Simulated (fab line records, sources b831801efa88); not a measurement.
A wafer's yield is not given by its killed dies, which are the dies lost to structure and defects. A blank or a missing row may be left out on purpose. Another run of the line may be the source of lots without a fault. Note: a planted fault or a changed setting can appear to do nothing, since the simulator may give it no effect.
What tool caused it? | flow sky130 | 33 wafers from 11 lots sampled at 3 of the route's 708 steps

== WHAT THE GAUGES SHOWED, per wafer ==
SKY_CAPM_RS_MEAS_03: a four-point-probe measurement.
lot  | measured     | on            | CAPM_TIN_RS (ohm/sq)
L186 | day 36 20:43 | film metro-03 | 6.65 6.67 6.72
L187 | day 37 00:11 | film metro-03 | 6.58 6.66 6.63
L191 | day 38 16:26 | film metro-03 | 6.61 6.67 6.61
L192 | day 39 01:58 | film metro-03 | 6.68 6.70 6.76
L194 | day 39 09:05 | film metro-03 | 6.81 6.70 6.76
L193 | day 39 11:34 | film metro-03 | 6.63 6.62 6.64
L195 | day 39 21:51 | film metro-04 | 6.70 6.61 6.68
L203 | day 41 23:58 | film metro-03 | 6.62 6.58 6.56
L204 | day 42 07:08 | film metro-03 | 6.71 6.68 6.76
L205 | day 42 12:26 | film metro-01 | 6.60 6.66 6.57
L207 | day 42 20:08 | film metro-01 | 6.79 6.77 6.67

SKY_METAL3_OVL_MEAS_14.
lot  | measured     | on         | METAL3_OVL (nm)
L186 | day 39 00:32 | overlay-02 | -24 -19 -16
L187 | day 39 03:34 | overlay-02 | -4 -6 -13
L191 | day 40 19:02 | overlay-02 | -1 -2 -1
L192 | day 41 03:55 | overlay-02 | 3 0 -6
L194 | day 41 11:32 | overlay-02 | -6 -2 0
L193 | day 41 13:25 | overlay-02 | -8 -3 -3
L195 | day 41 22:31 | overlay-02 | -14 -4 -16
L203 | day 43 22:31 | overlay-01 | -9 -3 -2
L204 | day 44 05:43 | overlay-02 | -10 -16 -9
L205 | day 44 10:07 | overlay-02 | -5 -5 -6
L207 | day 44 17:13 | overlay-02 | 7 4 -2

== EACH LOT AND THE TOOL THAT RAN IT (in order: tool; ch and the chambers of the sampled wafers; start) ==
lot  | SKY_VIA2_STRIP_16
L186 | plasma asher-02 ch 0,1, day 36 19:03
L187 | plasma asher-01 ch 0,1, day 36 21:58
L191 | plasma asher-04 ch 0,1, day 38 14:46
L192 | plasma asher-04 ch 0,1, day 39 00:19
L194 | plasma asher-01 ch 0,1, day 39 07:25
L193 | plasma asher-01 ch 0,1, day 39 09:56
L195 | plasma asher-02 ch 0,1, day 39 20:13
L203 | plasma asher-01 ch 0,1, day 41 22:20
L204 | plasma asher-04 ch 0,1, day 42 05:16
L205 | plasma asher-04 ch 0,1, day 42 10:47
L207 | plasma asher-02 ch 0,1, day 42 18:22
- SKY_VIA2_STRIP_16: strips in O2/N2.

== WHAT THE TOOLS THEMSELVES READ (means of the sampled wafers that have a number; where no wafer has one, the mark that the record gives instead) ==
SKY_VIA2_STRIP_16.
lot  | tool            | drypump motor current A (A) | oes product au (a.u.) | strip time to endpoint s (s)
L186 | plasma asher-02 | 5.5                         | 0.399                 | 4.033
L187 | plasma asher-01 | 5.9                         | 0.399                 | 4.058
L191 | plasma asher-04 | 6.5                         | 0.400                 | 4.023
L192 | plasma asher-04 | 6.4                         | 0.396                 | 4.014
L194 | plasma asher-01 | 5.9                         | 0.401                 | 4.048
L193 | plasma asher-01 | 5.8                         | 0.399                 | 4.047
L195 | plasma asher-02 | 5.6                         | 0.399                 | 4.034
L203 | plasma asher-01 | 5.8                         | 0.401                 | 4.065
L204 | plasma asher-04 | 6.4                         | 0.397                 | 4.026
L205 | plasma asher-04 | 6.4                         | 0.400                 | 4.037
L207 | plasma asher-02 | 5.6                         | 0.400                 | 4.063

== THE ANSWER, worked out from the rows above alone ==
Rule: usual is defined by the lots themselves. Put in order of their means at a reading, lots are off if they are a third of the lots or fewer, leave a main group of 4 or more, and stand apart from it by a gap of 3 or more times the standard deviation of the main group's means; of several such gaps the widest counts. A main group is skipped when, at the precision printed for the reading in the tables above, its means are all equal. Also off: a lot with no number at a reading for which 4 or more lots have one. Where the step has rows for the other lots, those lots are counted as sound. The gauges are gone through in route order, then the tools' own readings, and for those a lot's mean is taken as printed above. At the first step where some lot is off, the reading lying furthest off is the one used; lots without a number count as furthest.
None of the lots is off at any reading shown; this tells nothing.

== WHAT THE SIMULATOR HAD INSERTED ==
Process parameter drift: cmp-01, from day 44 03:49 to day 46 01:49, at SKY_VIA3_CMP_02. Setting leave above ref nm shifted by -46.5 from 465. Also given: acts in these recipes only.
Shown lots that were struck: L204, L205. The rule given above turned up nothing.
